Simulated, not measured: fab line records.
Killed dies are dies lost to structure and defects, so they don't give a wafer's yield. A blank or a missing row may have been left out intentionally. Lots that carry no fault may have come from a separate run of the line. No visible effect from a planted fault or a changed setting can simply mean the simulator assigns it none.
A struck lot beside a sound one	flow sky130	42 steps out of a route of 708
Sound: wafers L681.1, L681.3, L681.4. Struck: wafer L691.4 (left out: L691.1, L691.6 of the same lot, which were not struck); the cause appears at the end.
Each step with rows lists, per side, the tool, then ch with its chambers, then its first start. Under that, the readings that differ: sound wafers	struck wafers	difference of the means	sigmas: that difference in standard deviations of wafers without a fault.
alike: a reading whose means differ by less than 2 such deviations, as well as words and numbers matching on both sides. not compared: withheld readings; readings where some wafer has no value; bounds like >300 that might hide an equal value; numbers whose values overlap and for which the record gives no deviation.
A row with sigmas, a row that says differs or no value, or rows on one side alone: a step with any of these is where the two part. Numbers that have no deviation but don't overlap get no sigmas and don't part them. A reading missing from all wafers of one side parts the sides only when that side holds two or more wafers.

first, 4 steps without rows for these wafers: SKY_PWDE_SOFTBAKE_03; SKY_PWDE_EXPOSE_04 (exposes mask PWDEM, target cd 840 nm); SKY_PWDE_PEB_05; SKY_PWDE_DEVELOP_06 (develop time 60 s).
SKY_PWDE_OVL_MEAS_07:
  sound: overlay-02 at day 4 18:49; struck: overlay-02 at day 7 02:31
  alike: PWDE_OVL
following that, these wafers have no rows for 1 step: SKY_PWDE_IMPLANT_08.
SKY_PWDE_STRIP_09: strips in O2/N2.
  sound on plasma_asher-01 ch 0,1, day 4 19:00; struck on plasma_asher-03 ch 0, day 7 02:42
reading	sound	struck	difference	sigmas
oes_product_au (a.u.)	0.726 0.723 0.718	0.710	-0.012	-3
  alike: drypump_motor_current_A, strip_time_to_endpoint_s
  not compared: rf_hours_counter_h
SKY_PWDE_TW_MEAS_10:
  sound: film_metro-03 at day 4 19:06; struck: film_metro-03 at day 7 02:48
  alike: PWDE_TW
then, 4 steps without rows for these wafers: SKY_NWELL_DEHYDRATE_03 (time 60 s); SKY_NWELL_HMDS_04 (prime time 60 s); SKY_NWELL_COAT_05 (resist thk 3000 nm); SKY_NWELL_SOFTBAKE_06.
SKY_NWELL_EXPOSE_07: exposes mask NWM, target cd 840 nm.
  sound on iline_stepper-01 ch 0, day 5 03:38; struck on iline_stepper-02 ch 0, day 7 12:04
  alike: mask, exposure_dose_mJ_cm2
then, 2 steps without rows for these wafers: SKY_NWELL_PEB_08; SKY_NWELL_DEVELOP_09 (develop time 60 s).
SKY_NWELL_OVL_MEAS_10:
  sound: overlay-01 at day 5 11:58; struck: overlay-02 at day 7 20:37
  alike: NWELL_00_OVL
then, 3 steps without rows for these wafers: SKY_NWELL_IMPLANT_11; SKY_NWELL_IMPLANT_12; SKY_NWELL_IMPLANT_13.
SKY_NWELL_STRIP_14: strips in O2/N2.
  sound on plasma_asher-01 ch 0,1, day 5 12:27; struck on plasma_asher-02 ch 0, day 7 21:06
  alike: drypump_motor_current_A, oes_product_au, strip_time_to_endpoint_s
  not compared: rf_hours_counter_h
SKY_NWELL_TW_MEAS_15:
  sound: film_metro-03 at day 5 12:33; struck: film_metro-04 at day 7 21:12
  alike: NWELL_TW
then, 7 steps without rows for these wafers: SKY_NWELL_DEHYDRATE_16 (time 60 s); SKY_NWELL_HMDS_17 (prime time 60 s); SKY_NWELL_COAT_18 (resist thk 3000 nm); SKY_NWELL_SOFTBAKE_19; SKY_NWELL_EXPOSE_20 (exposes mask NWM COMPLEMENT, target cd 840 nm); SKY_NWELL_PEB_21; SKY_NWELL_DEVELOP_22 (develop time 60 s).
SKY_NWELL_OVL_MEAS_23:
  sound: overlay-01 at day 6 06:16; struck: overlay-02 at day 8 17:43
  alike: NWELL_01_OVL
following that, these wafers have no rows for 1 step: SKY_NWELL_IMPLANT_24.
SKY_NWELL_STRIP_25: strips in O2/N2.
  sound on plasma_asher-02 ch 0,1, day 6 06:27; struck on plasma_asher-01 ch 1, day 8 17:54
  alike: drypump_motor_current_A, oes_product_au, strip_time_to_endpoint_s
  not compared: rf_hours_counter_h
SKY_NWELL_TW_MEAS_26:
  sound: film_metro-03 at day 6 06:33; struck: film_metro-03 at day 8 18:00
  alike: NWELL_2_TW
then, 1 step without rows for these wafers: SKY_NWELL_CLEAN_27 (cleans in SC1/SC2, time 150 s).
SKY_NWELL_RTA_28: time 30 s.
  sound on rtp_anneal-01 ch 0, day 6 06:40; struck on rtp_anneal-01 ch 0, day 8 18:07
  alike: lamp_power_pct, wafer_temp_C_max
SKY_NWELL_RS_MEAS_29: uses a four-point probe to measure.
  sound: film_metro-04 at day 6 06:46; struck: film_metro-01 at day 8 18:13
  alike: NWELL_RS
SKY_NWELL_RS_MEAS_31: uses a four-point probe to measure.
  sound: film_metro-04 at day 6 07:00; struck: film_metro-01 at day 8 18:27
  alike: PWDE_RS
then, 5 steps without rows for these wafers: SKY_VT_ADJUST_HVTP_DEHYDRATE_00 (time 60 s); SKY_VT_ADJUST_HVTP_HMDS_01 (prime time 60 s); SKY_VT_ADJUST_HVTP_COAT_02 (resist thk 1140 nm); SKY_VT_ADJUST_HVTP_SOFTBAKE_03 (time 60 s); SKY_VT_ADJUST_HVTP_EXPOSE_04 (exposes mask HVTPM, target cd 380 nm).
-- record jumps: 41 days separate the struck wafers' starts on either side; left off in module VT_ADJUST_HVTP, taken up again in module PAD_OPEN, whose first shown step is the route's number 708 --
SKY_PAD_OPEN_PROBE_99:
  sound: prober-01 at day 47 02:16; struck: prober-01 at day 49 14:35
reading	sound	struck	difference	sigmas
killed_open	44 59 41	64	+16	+2
  alike: killed_at_M0_to_M3, killed_at_M4_up, killed_at_contacts, killed_at_front_end, killed_at_other, killed_dies, killed_short
  not compared: model.etest.res_nwell.width_nm

WHERE THEY PART
First at SKY_PWDE_STRIP_09; last, within this record, at SKY_PAD_OPEN_PROBE_99.

WHY: what had been put in by the simulator
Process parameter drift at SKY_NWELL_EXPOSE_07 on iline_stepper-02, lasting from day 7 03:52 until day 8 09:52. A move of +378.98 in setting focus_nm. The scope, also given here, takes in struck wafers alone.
